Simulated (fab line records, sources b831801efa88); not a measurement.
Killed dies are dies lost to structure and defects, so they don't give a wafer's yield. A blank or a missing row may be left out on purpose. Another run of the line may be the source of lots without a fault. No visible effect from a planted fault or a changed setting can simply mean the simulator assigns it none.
fab line records -- flow sky130
[record] lots = 5, wafers = 14, last_day = 50
route steps=708 shown NWELL@63 PWDE@84 VT_ADJUST_HVTP@85 VT_ADJUST_LVTN@97 PAD_OPEN@708
lots untouched by any fault: they come from a run of this same line in which no faults occurred
start_h: hours from the record's opening day to when the first of the lot's shown wafers began -- wait_h: how many hours have passed since the lot's step before this one -- " same as the row above -- L1.1+2: one row covering several wafers at once -- - no value present, or no start provided -- * or withheld: withheld -- < > ~ a bound
route shown NAME@n: NAME is a module with steps in the file, n the number in the route of the first one -- usual: mean/standard deviation of fault-free wafers -- same: alike in all rows -- chamber/n: place in a boat -- sites: readings site by site -- _std_site: how widely they spread, as a standard deviation -- _edge_site: mean of outer sites minus mean of inner sites -- radius_mm: how far each site lies from the wafer's centre -- mask NAME#n: copy n -- behind: the tool/chamber that last shaped the wafer -- hold: reason for holding the lot/hours on hold/outcome of the hold -- device: which transistor (n, p or np) failed to switch -- end of line: tests run on the same wafers once the route is complete -- where a step has no rows: the recipe by itself -- killed: dies lost to structure and defects at the first sort, not the wafer's yield -- map: a wafer's dies, x killed, . not, _ none there
set.NAME: the setting the step ran with; set.NAME@STEP: the setting that earlier step ran with -- model.NAME: the simulator's own value behind a step, which no gauge read
lots at selected steps of the route; one table per step, one row per wafer
services: a tool's chamber out of use, with start hour (start_h, from the record's first day; less than 0 if before it), hours out, and reason
[[steps]]
[step SKY_NWELL_OVL_MEAS_10]
[usual] NWELL_00_OVL = -1.2/1.3
lot.wafer,tool,chamber,start_h,wait_h,NWELL_00_OVL[nm]
L965.4,overlay-01,-,93.37,-,-2.1
L965.5,overlay-01,-,93.37,-,0.0
L965.6,overlay-01,-,93.37,-,-1.2
L966.1,overlay-01,-,95.99,-,-2.0
L966.3,overlay-01,-,95.99,-,-1.9
L966.6,overlay-01,-,95.99,-,-3.0
L973.1,overlay-01,-,130.06,-,-2.6
L973.5,overlay-01,-,130.06,-,-0.5
L973.6,overlay-01,-,130.06,-,-4.5
L983.2,overlay-01,-,193.56,-,-1.5
L983.5,overlay-01,-,193.56,-,-0.4
L988.1,overlay-01,-,220.81,-,-2.6
L988.3,overlay-01,-,220.81,-,-1.9
L988.5,overlay-01,-,220.81,-,-1.6
[step SKY_NWELL_IMPLANT_11]
[recipe] species = P, energy_kev = 400, dose_cm2 = 1.9e+13, tilt_deg = withheld
[step SKY_NWELL_IMPLANT_12]
[recipe] species = P, energy_kev = 120, dose_cm2 = 1.3e+12, tilt_deg = withheld
[step SKY_NWELL_IMPLANT_13]
[recipe] species = P, energy_kev = 50, dose_cm2 = 7e+11, tilt_deg = withheld
[step SKY_NWELL_STRIP_14]
[recipe] chemistry = O2/N2, power_w = 1400, pressure_mtorr = 1500, platen_temp_c = withheld, o2_flow_sccm = 3000, n2_flow_sccm = 300, overash_fraction = 0.5
[usual] drypump_motor_current_A = 5.67/0.28, n2_flow_sccm = 300.1/0.92, oes_product_au = 0.722/0.0043, strip_time_to_endpoint_s = 36.95/0.094
lot.wafer,tool,chamber,start_h,wait_h,drypump_motor_current_A,n2_flow_sccm,oes_product_au,rf_hours_counter_h,strip_time_to_endpoint_s
L965.4,plasma_asher-02,1,93.88,0.1,5.35,301.0,0.726,-,36.96
L965.5,plasma_asher-02,0,93.88,0.1,6.08,301.0,0.714,-,36.99
L965.6,plasma_asher-02,1,93.88,0.1,5.35,301.5,0.720,-,36.94
L966.1,plasma_asher-04,1,96.48,0.1,5.86,299.5,0.725,43,36.81
L966.3,plasma_asher-04,1,96.48,0.1,5.85,298.5,0.726,-,36.90
L966.6,plasma_asher-04,1,96.48,0.1,5.85,299.7,0.724,-,36.86
L973.1,plasma_asher-02,0,130.54,0.1,6.03,300.6,0.724,42,36.82
L973.5,plasma_asher-02,0,130.54,0.1,6.03,298.6,0.719,-,36.94
L973.6,plasma_asher-02,1,130.54,0.1,5.34,300.3,0.725,-,36.87
L983.2,plasma_asher-01,1,194.04,0.1,5.80,300.0,0.722,52,36.94
L983.5,plasma_asher-01,1,194.04,0.1,5.81,299.7,0.725,-,37.05
L988.1,plasma_asher-02,0,221.29,0.1,6.08,300.0,0.728,51,36.97
L988.3,plasma_asher-02,0,221.29,0.1,6.10,300.7,0.719,-,37.04
L988.5,plasma_asher-02,0,221.29,0.1,6.06,299.2,0.717,-,36.93
[step SKY_NWELL_TW_MEAS_15]
[usual] NWELL_TW = 1823/12
lot.wafer,tool,chamber,start_h,wait_h,NWELL_TW
L965.4,film_metro-03,-,93.97,0.1,1815
L965.5,film_metro-03,-,93.97,0.1,1826
L965.6,film_metro-03,-,93.97,0.1,1808
L966.1,film_metro-04,-,96.58,0.1,1825
L966.3,film_metro-04,-,96.58,0.1,1821
L966.6,film_metro-04,-,96.58,0.1,1822
L973.1,film_metro-01,-,130.64,0.1,1828
L973.5,film_metro-01,-,130.64,0.1,1827
L973.6,film_metro-01,-,130.64,0.1,1827
L983.2,film_metro-01,-,194.15,0.1,1827
L983.5,film_metro-01,-,194.15,0.1,1818
L988.1,film_metro-01,-,221.39,0.1,1836
L988.3,film_metro-01,-,221.39,0.1,1827
L988.5,film_metro-01,-,221.39,0.1,1828
[step SKY_NWELL_DEHYDRATE_16]
[recipe] temp_c = 200, time_s = 60
[step SKY_NWELL_HMDS_17]
[recipe] prime_time_s = 60, prime_temp_c = 120
[step SKY_NWELL_COAT_18]
[recipe] spin_rpm = 2000, resist_thk_nm = 3000
[step SKY_NWELL_SOFTBAKE_19]
[recipe] temp_c = 110, time_s = withheld
[step SKY_NWELL_EXPOSE_20]
[recipe] mask_id = NWM_COMPLEMENT, na = 0.6, source_shape = conventional, sigma_outer = 0.6, polarization = unpolarized, target_cd_nm = 840, dose_mj = 260
[step SKY_NWELL_PEB_21]
[recipe] temp_c = 115, time_s = withheld
[step SKY_NWELL_DEVELOP_22]
[recipe] wall_angle_deg = 90, developer = TMAH, develop_time_s = 60, dev_temp_c = 23
[usual] chill_plate_temp_C = 22.98/0.12
lot.wafer,tool,chamber,start_h,wait_h,chill_plate_temp_C
L965.4,litho_track-01,0,111,-,23.16
L965.5,litho_track-01,0,111,-,22.96
L965.6,litho_track-01,0,111,-,23.09
L966.1,litho_track-02,0,113,-,22.87
L966.3,litho_track-02,0,113,-,22.99
L966.6,litho_track-02,0,113,-,22.90
L973.1,litho_track-01,0,148,-,22.93
L973.5,litho_track-01,0,148,-,23.08
L973.6,litho_track-01,0,148,-,23.06
L983.2,litho_track-01,0,214,-,22.92
L983.5,litho_track-01,0,214,-,23.02
L988.1,litho_track-02,0,243,-,22.88
L988.3,litho_track-02,0,243,-,23.02
L988.5,litho_track-02,0,243,-,23.04
[step SKY_NWELL_OVL_MEAS_23]
[usual] NWELL_01_OVL = -0.9/1.2
lot.wafer,tool,chamber,start_h,wait_h,NWELL_01_OVL[nm]
L965.4,overlay-02,-,111.22,-,0.0
L965.5,overlay-02,-,111.22,-,0.3
L965.6,overlay-02,-,111.22,-,-1.8
L966.1,overlay-02,-,113.92,-,-0.8
L966.3,overlay-02,-,113.92,-,-0.2
L966.6,overlay-02,-,113.92,-,-0.9
L973.1,overlay-01,-,148.71,-,-0.8
L973.5,overlay-01,-,148.71,-,-0.8
L973.6,overlay-01,-,148.71,-,0.1
L983.2,overlay-01,-,215.01,-,-2.0
L983.5,overlay-01,-,215.01,-,-2.2
L988.1,overlay-01,-,243.87,-,-3.7
L988.3,overlay-01,-,243.87,-,-2.3
L988.5,overlay-01,-,243.87,-,-2.3
[step SKY_NWELL_IMPLANT_24]
[recipe] species = B, energy_kev = 140, dose_cm2 = 9.2e+12, tilt_deg = withheld
[step SKY_NWELL_STRIP_25]
[recipe] chemistry = O2/N2, power_w = 1400, pressure_mtorr = 1500, platen_temp_c = withheld, o2_flow_sccm = 3000, n2_flow_sccm = 300, overash_fraction = 0.5
[usual] drypump_motor_current_A = 5.69/0.29, n2_flow_sccm = 300.1/0.86, oes_product_au = 0.723/0.0047, strip_time_to_endpoint_s = 36.94/0.084
lot.wafer,tool,chamber,start_h,wait_h,drypump_motor_current_A,n2_flow_sccm,oes_product_au,rf_hours_counter_h,strip_time_to_endpoint_s
L965.4,plasma_asher-01,0,111.43,0.1,5.35,299.6,0.723,-,36.85
L965.5,plasma_asher-01,0,111.43,0.1,5.34,298.9,0.723,-,36.96
L965.6,plasma_asher-01,1,111.43,0.1,5.81,300.2,0.726,-,36.92
L966.1,plasma_asher-02,1,114.10,0.1,5.34,300.3,0.726,40,36.98
L966.3,plasma_asher-02,1,114.10,0.1,5.34,299.4,0.724,-,36.94
L966.6,plasma_asher-02,0,114.10,0.1,6.05,300.4,0.726,-,36.92
L973.1,plasma_asher-01,1,148.89,0.1,5.80,299.9,0.726,47,36.93
L973.5,plasma_asher-01,0,148.89,0.1,5.32,300.7,0.728,-,36.80
L973.6,plasma_asher-01,1,148.89,0.1,5.80,300.0,0.731,-,36.94
L983.2,plasma_asher-02,0,215.19,0.1,6.05,299.0,0.723,51,36.99
L983.5,plasma_asher-02,1,215.19,0.1,5.33,300.3,0.726,-,36.98
L988.1,plasma_asher-01,1,244.05,0.1,5.81,300.4,0.720,56,36.90
L988.3,plasma_asher-01,0,244.05,0.1,5.36,298.8,0.722,-,36.91
L988.5,plasma_asher-01,1,244.05,0.1,5.81,300.7,0.718,-,36.92
[step SKY_NWELL_TW_MEAS_26]
[usual] NWELL_2_TW = 496/3
lot.wafer,tool,chamber,start_h,wait_h,NWELL_2_TW
L965.4,film_metro-04,-,111.52,0.1,495
L965.5,film_metro-04,-,111.52,0.1,495
L965.6,film_metro-04,-,111.52,0.1,495
L966.1,film_metro-03,-,114.20,0.1,499
L966.3,film_metro-03,-,114.20,0.1,494
L966.6,film_metro-03,-,114.20,0.1,497
L973.1,film_metro-01,-,148.99,0.1,503
L973.5,film_metro-01,-,148.99,0.1,506
L973.6,film_metro-01,-,148.99,0.1,502
L983.2,film_metro-04,-,215.30,0.1,498
L983.5,film_metro-04,-,215.30,0.1,497
L988.1,film_metro-04,-,244.15,0.1,494
L988.3,film_metro-04,-,244.15,0.1,499
L988.5,film_metro-04,-,244.15,0.1,497
[step SKY_NWELL_CLEAN_27]
[recipe] chemistry = SC1/SC2, mix = 1:4:20, temp_c = 70, time_s = 150, dry = n2_spin
[step SKY_NWELL_RTA_28]
[recipe] temp_c = 1050, time_s = 30, idle_temp_c = 650, ramp_up_c_per_s = 150, ramp_down_c_per_s = 90, ambient = N2
[usual] lamp_power_pct = 25.30/0.06, ramp_down_c_per_s = 90.001/0.017, wafer_temp_C_max = 1054.8/0.88
lot.wafer,tool,chamber,start_h,wait_h,lamp_power_pct,ramp_down_c_per_s,wafer_temp_C_max
L965.4,rtp_anneal-01,0,111.65,0.1,25.24,90.007,1055.3
L965.5,rtp_anneal-01,0,111.65,0.1,25.29,89.982,1055.0
L965.6,rtp_anneal-01,0,111.65,0.1,25.29,90.022,1055.1
L966.1,rtp_anneal-01,0,114.31,0.0,25.29,90.008,1054.8
L966.3,rtp_anneal-01,0,114.31,0.0,25.32,90.022,1054.4
L966.6,rtp_anneal-01,0,114.31,0.0,25.38,90.027,1056.2
L973.1,rtp_anneal-02,0,149.10,0.0,25.22,89.995,1054.3
L973.5,rtp_anneal-02,0,149.10,0.0,25.34,89.994,1055.3
L973.6,rtp_anneal-02,0,149.10,0.0,25.28,89.985,1054.6
L983.2,rtp_anneal-02,0,215.42,0.0,25.37,89.989,1056.9
L983.5,rtp_anneal-02,0,215.42,0.0,25.30,89.991,1053.5
L988.1,rtp_anneal-01,0,244.26,0.0,25.18,89.985,1054.3
L988.3,rtp_anneal-01,0,244.26,0.0,25.44,90.014,1055.8
L988.5,rtp_anneal-01,0,244.26,0.0,25.34,89.991,1054.1
[step SKY_NWELL_RS_MEAS_29]
[recipe] thk_meas_gauge = four-point-probe
[usual] NWELL_RS = 625.3/1.9
lot.wafer,tool,chamber,start_h,wait_h,NWELL_RS[ohm/sq]
L965.4,film_metro-01,-,111.76,0.1,625.3
L965.5,film_metro-01,-,111.76,0.1,624.1
L965.6,film_metro-01,-,111.76,0.1,625.3
L966.1,film_metro-01,-,114.41,0.1,623.6
L966.3,film_metro-01,-,114.41,0.1,625.1
L966.6,film_metro-01,-,114.41,0.1,623.7
L973.1,film_metro-04,-,149.20,0.1,627.2
L973.5,film_metro-04,-,149.20,0.1,628.4
L973.6,film_metro-04,-,149.20,0.1,626.2
L983.2,film_metro-04,-,215.52,0.1,627.7
L983.5,film_metro-04,-,215.52,0.1,627.6
L988.1,film_metro-04,-,244.36,0.1,624.6
L988.3,film_metro-04,-,244.36,0.1,624.9
L988.5,film_metro-04,-,244.36,0.1,623.3
[step SKY_NWELL_RS_MEAS_31]
[recipe] thk_meas_gauge = four-point-probe
[usual] PWDE_RS = 5279/16
lot.wafer,tool,chamber,start_h,wait_h,PWDE_RS[ohm/sq]
L965.4,film_metro-01,-,112.00,0.1,5260
L965.5,film_metro-01,-,112.00,0.1,5266
L965.6,film_metro-01,-,112.00,0.1,5260
L966.1,film_metro-01,-,114.65,0.1,5280
L966.3,film_metro-01,-,114.65,0.1,5280
L966.6,film_metro-01,-,114.65,0.1,5292
L973.1,film_metro-04,-,149.44,0.1,5271
L973.5,film_metro-04,-,149.44,0.1,5257
L973.6,film_metro-04,-,149.44,0.1,5294
L983.2,film_metro-04,-,215.76,0.1,5278
L983.5,film_metro-04,-,215.76,0.1,5292
L988.1,film_metro-04,-,244.60,0.1,5278
L988.3,film_metro-04,-,244.60,0.1,5272
L988.5,film_metro-04,-,244.60,0.1,5265
[step SKY_VT_ADJUST_HVTP_DEHYDRATE_00]
[recipe] temp_c = 200, time_s = 60
[step SKY_VT_ADJUST_HVTP_HMDS_01]
[recipe] prime_time_s = 60, prime_temp_c = 120
[step SKY_VT_ADJUST_HVTP_COAT_02]
[recipe] resist = NOVOLAK, spin_rpm = 3000, resist_thk_nm = 1140
[step SKY_VT_ADJUST_HVTP_SOFTBAKE_03]
[recipe] temp_c = 90, time_s = 60, resist = NOVOLAK
[step SKY_VT_ADJUST_HVTP_EXPOSE_04]
[recipe] mask_id = HVTPM, na = 0.6, source_shape = conventional, sigma_outer = 0.6, polarization = unpolarized, target_cd_nm = 380, dose_mj = 140
[step SKY_VT_ADJUST_HVTP_PEB_05]
[recipe] temp_c = withheld, time_s = *, resist = NOVOLAK
[step SKY_VT_ADJUST_HVTP_DEVELOP_06]
[recipe] resist = NOVOLAK, developer = TMAH, develop_time_s = 60, dev_temp_c = 23
[step SKY_VT_ADJUST_HVTP_CD_MEAS_07]
[recipe] target_cd_nm = 380
[usual] cd_nm = 379.7/2.3
lot.wafer,tool,chamber,start_h,wait_h,cd_nm
L965.4,cd_sem-02,-,130.45,0.1,377.5
L965.5,cd_sem-02,-,130.45,0.1,379.4
L965.6,cd_sem-02,-,130.45,0.1,379.3
L966.1,cd_sem-01,-,133.48,0.1,376.2
L966.3,cd_sem-01,-,133.48,0.1,375.7
L966.6,cd_sem-01,-,133.48,0.1,375.0
L973.1,cd_sem-01,-,169.84,0.1,376.3
L973.5,cd_sem-01,-,169.84,0.1,375.3
L973.6,cd_sem-01,-,169.84,0.1,380.3
L983.2,cd_sem-02,-,237.96,0.1,378.6
L983.5,cd_sem-02,-,237.96,0.1,378.7
L988.1,cd_sem-01,-,267.87,0.1,379.4
L988.3,cd_sem-01,-,267.87,0.1,380.5
L988.5,cd_sem-01,-,267.87,0.1,377.8
[step SKY_VT_ADJUST_HVTP_OVL_MEAS_08]
[usual] VT_ADJUST_HVTP_OVL = -1.5/1.4
lot.wafer,tool,chamber,start_h,wait_h,VT_ADJUST_HVTP_OVL[nm]
L965.4,overlay-01,-,130.53,0.1,0.5
L965.5,overlay-01,-,130.53,0.1,0.9
L965.6,overlay-01,-,130.53,0.1,-0.1
L966.1,overlay-02,-,133.60,0.1,-1.0
L966.3,overlay-02,-,133.60,0.1,-1.2
L966.6,overlay-02,-,133.60,0.1,-1.0
L973.1,overlay-02,-,169.96,0.1,-0.3
L973.5,overlay-02,-,169.96,0.1,-1.3
L973.6,overlay-02,-,169.96,0.1,-1.8
L983.2,overlay-01,-,238.07,0.1,-2.5
L983.5,overlay-01,-,238.07,0.1,-3.7
L988.1,overlay-02,-,267.99,0.1,-0.3
L988.3,overlay-02,-,267.99,0.1,-0.1
L988.5,overlay-02,-,267.99,0.1,0.7
[step SKY_VT_ADJUST_HVTP_IMPLANT_09]
[recipe] species = As, energy_kev = 150, dose_cm2 = 4.3e+12, tilt_deg = withheld
[step SKY_VT_ADJUST_HVTP_STRIP_10]
[recipe] chemistry = O2/N2, power_w = 1400, pressure_mtorr = 1500, platen_temp_c = withheld, o2_flow_sccm = 3000, n2_flow_sccm = 300, overash_fraction = 0.5
[usual] drypump_motor_current_A = 5.55/0.26, n2_flow_sccm = 300.0/0.98, oes_product_au = 0.716/0.0046, strip_time_to_endpoint_s = 14.19/0.043
lot.wafer,tool,chamber,start_h,wait_h,drypump_motor_current_A,n2_flow_sccm,oes_product_au,rf_hours_counter_h,strip_time_to_endpoint_s
L965.4,plasma_asher-03,1,130.73,0.1,5.22,300.8,0.712,-,14.22
L965.5,plasma_asher-03,0,130.73,0.1,5.35,298.6,0.709,-,14.22
L965.6,plasma_asher-03,1,130.73,0.1,5.21,299.0,0.716,-,14.20
L966.1,plasma_asher-04,1,133.78,0.1,5.86,298.6,0.721,2,14.23
L966.3,plasma_asher-04,1,133.78,0.1,5.87,299.8,0.727,-,14.21
L966.6,plasma_asher-04,0,133.78,0.1,5.67,299.2,0.711,-,14.22
L973.1,plasma_asher-03,0,170.15,0.1,5.40,300.2,0.719,36,14.20
L973.5,plasma_asher-03,1,170.15,0.1,5.19,300.1,0.725,-,14.18
L973.6,plasma_asher-03,0,170.15,0.1,5.40,299.4,0.712,-,14.18
L983.2,plasma_asher-01,1,238.25,0.1,5.82,300.9,0.719,55,14.18
L983.5,plasma_asher-01,1,238.25,0.1,5.83,300.9,0.715,-,14.14
L988.1,plasma_asher-03,1,268.17,0.1,5.21,301.7,0.713,45,14.16
L988.3,plasma_asher-03,1,268.17,0.1,5.16,301.4,0.716,-,14.13
L988.5,plasma_asher-03,1,268.17,0.1,5.22,300.9,0.719,-,14.14
[step SKY_VT_ADJUST_HVTP_TW_MEAS_11]
[usual] VT_ADJUST_HVTP_TW = 1350/6.2
lot.wafer,tool,chamber,start_h,wait_h,VT_ADJUST_HVTP_TW
L965.4,film_metro-03,-,130.83,0.1,1354
L965.5,film_metro-03,-,130.83,0.1,1346
L965.6,film_metro-03,-,130.83,0.1,1353
L966.1,film_metro-04,-,133.88,0.1,1353
L966.3,film_metro-04,-,133.88,0.1,1342
L966.6,film_metro-04,-,133.88,0.1,1349
L973.1,film_metro-03,-,170.25,0.1,1342
L973.5,film_metro-03,-,170.25,0.1,1347
L973.6,film_metro-03,-,170.25,0.1,1350
L983.2,film_metro-02,-,238.36,0.1,1345
L983.5,film_metro-02,-,238.36,0.1,1349
L988.1,film_metro-04,-,268.27,0.1,1358
L988.3,film_metro-04,-,268.27,0.1,1358
L988.5,film_metro-04,-,268.27,0.1,1353
[step SKY_VT_ADJUST_LVTN_DEHYDRATE_00]
[recipe] temp_c = 200, time_s = 60
[step SKY_VT_ADJUST_LVTN_HMDS_01]
[recipe] prime_time_s = 60, prime_temp_c = 120
[step SKY_VT_ADJUST_LVTN_COAT_02]
[recipe] spin_rpm = 2000, resist_thk_nm = 3000
[step SKY_VT_ADJUST_LVTN_SOFTBAKE_03]
[recipe] temp_c = 110, time_s = withheld
[step SKY_VT_ADJUST_LVTN_EXPOSE_04]
[recipe] mask_id = NWM_COMPLEMENT_LESS_NATIVE, na = 0.6, source_shape = conventional, sigma_outer = 0.6, polarization = unpolarized, target_cd_nm = 840, dose_mj = 194
[step SKY_VT_ADJUST_LVTN_PEB_05]
[recipe] temp_c = 115, time_s = withheld
[step SKY_VT_ADJUST_LVTN_DEVELOP_06]
[recipe] wall_angle_deg = 90, developer = TMAH, develop_time_s = 60, dev_temp_c = 23
[step SKY_VT_ADJUST_LVTN_OVL_MEAS_07]
[usual] VT_ADJUST_LVTN_OVL = 0.7/1.3
lot.wafer,tool,chamber,start_h,wait_h,VT_ADJUST_LVTN_OVL[nm]
L965.4,overlay-01,-,150.07,-,0.1
L965.5,overlay-01,-,150.07,-,1.8
L965.6,overlay-01,-,150.07,-,2.8
L966.1,overlay-02,-,153.78,-,-0.4
L966.3,overlay-02,-,153.78,-,-1.1
L966.6,overlay-02,-,153.78,-,-0.8
L973.1,overlay-01,-,190.41,-,1.2
L973.5,overlay-01,-,190.41,-,2.4
L973.6,overlay-01,-,190.41,-,1.7
L983.2,overlay-01,-,262.28,-,2.2
L983.5,overlay-01,-,262.28,-,0.5
L988.1,overlay-01,-,291.42,-,-1.0
L988.3,overlay-01,-,291.42,-,1.3
L988.5,overlay-01,-,291.42,-,1.8
[step SKY_PAD_OPEN_PROBE_99]
[usual] killed_at_M0_to_M3 = 44/6.9, killed_at_M4_up = 3.3/2.1, killed_at_contacts = 24/4.8, killed_at_front_end = 15/4.4, killed_at_other = 0.2/0.48, killed_dies = 87/9.5, killed_open = 48/6.5, killed_short = 39/6.3
[same] gross_dies = 492, killed_at_back_side = 0
lot.wafer,tool,chamber,start_h,wait_h,killed_at_M0_to_M3,killed_at_M4_up,killed_at_contacts,killed_at_front_end,killed_at_other,killed_dies,killed_open,killed_short,model.etest.pfet_16v.r_on_ohm_um,model.etest.nfet_16v.r_on_ohm_um,model.etest.res_iso_pwell.width_nm,model.etest.res_nwell.line_ohm_um,model.etest.res_nwell.width_nm,model.etest.pfet_16v.drive_ua_um,model.etest.iso_nwell_nwell.leak_log10_a_um
L965.4,prober-01,-,1084.68,0.2,43,4,35,18,0,100,52,48,1.546e+04,1.46e+04,2645,1084,843.9,243.2,-13.12
L965.5,prober-01,-,1084.73,0.2,54,5,32,12,0,103,51,52,1.535e+04,1.461e+04,2632,1066,842.6,240.9,-13.29
L965.6,prober-01,-,1084.78,0.2,35,5,20,18,0,78,41,37,1.55e+04,1.466e+04,2652,1094,845.6,239.7,-13.29
L966.1,prober-02,-,1086.03,0.1,33,1,24,14,0,72,41,31,1.532e+04,1.42e+04,2625,1176,845.1,243.9,-13.57
L966.3,prober-02,-,1086.13,0.2,42,2,26,11,0,81,46,35,1.525e+04,1.421e+04,2645,1168,835.1,246.4,-13.78
L966.6,prober-02,-,1086.28,0.2,42,3,23,14,0,82,31,50,1.52e+04,1.416e+04,2630,1154,842,244.1,-13.81
L973.1,prober-02,-,1119.21,0.1,49,6,21,19,0,95,42,53,1.562e+04,1.446e+04,2628,1129,849.3,243.6,-13.21
L973.5,prober-02,-,1119.41,0.2,35,5,24,9,0,73,46,25,1.636e+04,1.464e+04,2631,1176,852.4,234.7,-13.39
L973.6,prober-02,-,1119.46,0.2,31,1,17,13,1,63,27,36,1.551e+04,1.44e+04,2632,1129,848.1,245.6,-13.34
L983.2,prober-02,-,1176.57,0.1,51,6,21,10,0,88,44,44,1.477e+04,1.427e+04,2629,1044,846.5,257.4,-12.7
L983.5,prober-02,-,1176.72,0.2,37,3,22,22,0,84,46,38,1.61e+04,1.351e+04,2474,983.1,908.2,229.3,-12.07
L988.1,prober-01,-,1196.74,0.1,39,0,23,22,0,84,46,38,1.518e+04,1.363e+04,2645,1184,829.2,245.4,-13.93
L988.3,prober-01,-,1196.84,0.2,47,3,21,20,0,91,51,40,1.505e+04,1.35e+04,2660,1186,829,250.6,-13.85
L988.5,prober-01,-,1196.94,0.2,36,3,22,17,0,78,40,38,1.549e+04,1.363e+04,2655,1241,833.4,242,-13.92
// killed by level:class
L965.4 CONTACT:geometric_particle:open=10 CONTACT:geometric_particle:short=9 LI_CONTACT:geometric_particle:open=8 VIA1:geometric_particle:open=8 FIELD_ISO:geometric_particle:short=7 METAL2:geometric_particle:short=7 LOCAL_INTERCONNECT:geometric_particle:short=6 VIA2:geometric_particle:open=6
L965.5 VIA1:geometric_particle:open=10 CONTACT:geometric_particle:open=9 CONTACT:geometric_particle:short=8 METAL1:geometric_particle:short=8 VIA1:geometric_particle:short=8 LI_CONTACT:geometric_particle:open=7 LOCAL_INTERCONNECT:geometric_particle:short=6 METAL2:geometric_particle:short=6
L965.6 CONTACT:geometric_particle:open=9 POLY_GATE:geometric_particle:open=7 VIA1:geometric_particle:open=7 FIELD_ISO:geometric_particle:open=5 VIA1:geometric_particle:short=5 CONTACT:geometric_particle:short=5 METAL1:geometric_particle:short=5 POLY_GATE:geometric_particle:short=4
L966.1 CONTACT:geometric_particle:open=12 VIA2:geometric_particle:open=6 METAL2:geometric_particle:short=6 VIA3:geometric_particle:open=6 CONTACT:geometric_particle:short=5 VIA1:geometric_particle:open=5 POLY_GATE:geometric_particle:short=4 LI_CONTACT:geometric_particle:open=3
L966.3 VIA2:geometric_particle:open=10 LOCAL_INTERCONNECT:geometric_particle:short=8 CONTACT:geometric_particle:open=8 VIA3:geometric_particle:open=8 VIA1:geometric_particle:open=6 LI_CONTACT:geometric_particle:open=5 VIA1:geometric_particle:short=5 FIELD_ISO:geometric_particle:open=4
L966.6 VIA1:geometric_particle:short=10 CONTACT:geometric_particle:open=8 FIELD_ISO:geometric_particle:short=7 LI_CONTACT:geometric_particle:open=5 LOCAL_INTERCONNECT:geometric_particle:short=5 VIA2:geometric_particle:open=5 VIA2:geometric_particle:short=5 METAL3:geometric_particle:short=5
L973.1 METAL2:geometric_particle:short=9 METAL1:geometric_particle:short=8 POLY_GATE:geometric_particle:short=7 VIA2:geometric_particle:open=7 VIA1:geometric_particle:open=7 CONTACT:geometric_particle:open=6 LI_CONTACT:geometric_particle:open=5 LOCAL_INTERCONNECT:geometric_particle:short=5
L973.5 VIA2:geometric_particle:open=11 METAL1:geometric_particle:short=9 VIA1:geometric_particle:open=9 CONTACT:geometric_particle:open=8 LI_CONTACT:geometric_particle:open=7 FIELD_ISO:geometric_particle:open=5 CONTACT:geometric_particle:short=5 METAL4:geometric_particle:short=3
L973.6 LOCAL_INTERCONNECT:geometric_particle:short=6 VIA1:geometric_particle:open=5 FIELD_ISO:geometric_particle:short=4 CONTACT:geometric_particle:short=4 METAL1:geometric_particle:short=4 VIA2:geometric_particle:open=4 VIA2:geometric_particle:short=4 VIA3:geometric_particle:open=4
L983.2 VIA2:geometric_particle:open=14 VIA1:geometric_particle:open=9 CONTACT:geometric_particle:short=7 METAL2:geometric_particle:short=7 VIA3:geometric_particle:open=6 METAL4:geometric_particle:short=6 CONTACT:geometric_particle:open=5 VIA2:geometric_particle:short=5
L983.5 VIA1:geometric_particle:open=11 CONTACT:geometric_particle:short=7 VIA2:geometric_particle:open=7 FIELD_ISO:geometric_particle:open=6 POLY_GATE:geometric_particle:short=6 LI_CONTACT:geometric_particle:open=5 CONTACT:geometric_particle:open=5 VIA3:geometric_particle:open=4
L988.1 VIA1:geometric_particle:open=9 FIELD_ISO:geometric_particle:short=7 CONTACT:geometric_particle:open=7 POLY_GATE:geometric_particle:open=6 LI_CONTACT:geometric_particle:open=6 VIA1:geometric_particle:short=5 VIA3:geometric_particle:open=5 LI_CONTACT:geometric_particle:short=4
L988.3 VIA1:geometric_particle:open=15 VIA2:geometric_particle:open=10 METAL2:geometric_particle:short=8 CONTACT:geometric_particle:open=7 POLY_GATE:geometric_particle:short=6 LOCAL_INTERCONNECT:geometric_particle:short=6 FIELD_ISO:geometric_particle:short=5 POLY_GATE:geometric_particle:open=5
L988.5 CONTACT:geometric_particle:open=8 VIA1:geometric_particle:open=7 LI_CONTACT:geometric_particle:open=5 METAL1:geometric_particle:short=5 CONTACT:geometric_particle:short=5 VIA3:geometric_particle:open=5 VIA2:geometric_particle:open=5 METAL2:geometric_particle:short=4
[[services]]
tool,chamber,start_h,hours,kind
plasma_asher-04,-,75.52,1.9,repair
plasma_asher-04,-,108.75,9.0,pm
plasma_asher-04,0,108.75,9.0,vent_cycle
plasma_asher-04,1,108.75,9.0,vent_cycle
plasma_asher-02,-,109.30,1.4,repair
plasma_asher-03,-,116.08,3.6,repair
plasma_asher-04,0,117.75,-,clean
plasma_asher-04,1,117.75,-,clean
plasma_asher-03,-,135.07,4.3,repair
plasma_asher-02,-,155.98,1.5,repair
plasma_asher-03,-,190.02,7.8,repair
plasma_asher-03,-,198.12,1.5,repair
plasma_asher-01,-,204.45,7.6,repair
plasma_asher-03,-,208.38,2.8,pm
plasma_asher-03,-,211.58,2.3,repair
plasma_asher-03,-,217.37,2.9,repair
plasma_asher-04,-,241.08,2.8,pm
plasma_asher-04,-,244.00,10.5,repair
[[key]]
first_sign none at tools or gauges
[model_effect] step = SKY_PAD_OPEN_PROBE_99, value = etest.pfet_16v.r_on_ohm_um, without = 1.511e+04, struck = 1.61e+04
met_at SKY_NWELL_DEVELOP_22
struck_wafers L983.5
tester_left_out L983
onset_between 148 214
[fault] kind = process_parameter_drift, tool = litho_track-01, chamber = -, onset_h = 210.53, steps = SKY_NWELL_DEVELOP_22, channel = develop_time_s, offset = *, shape = step, end_h = 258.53, scope = struck_wafers_only, acts_in = *, stated = *
// tester_left_out: of these lots the tester's yield and bins aren't shown, on N5 and GAA mostly nor the transistor test; their killed dies are dies lost to structure and defects alone, not to doping, threshold or leakage, so they don't give the yield
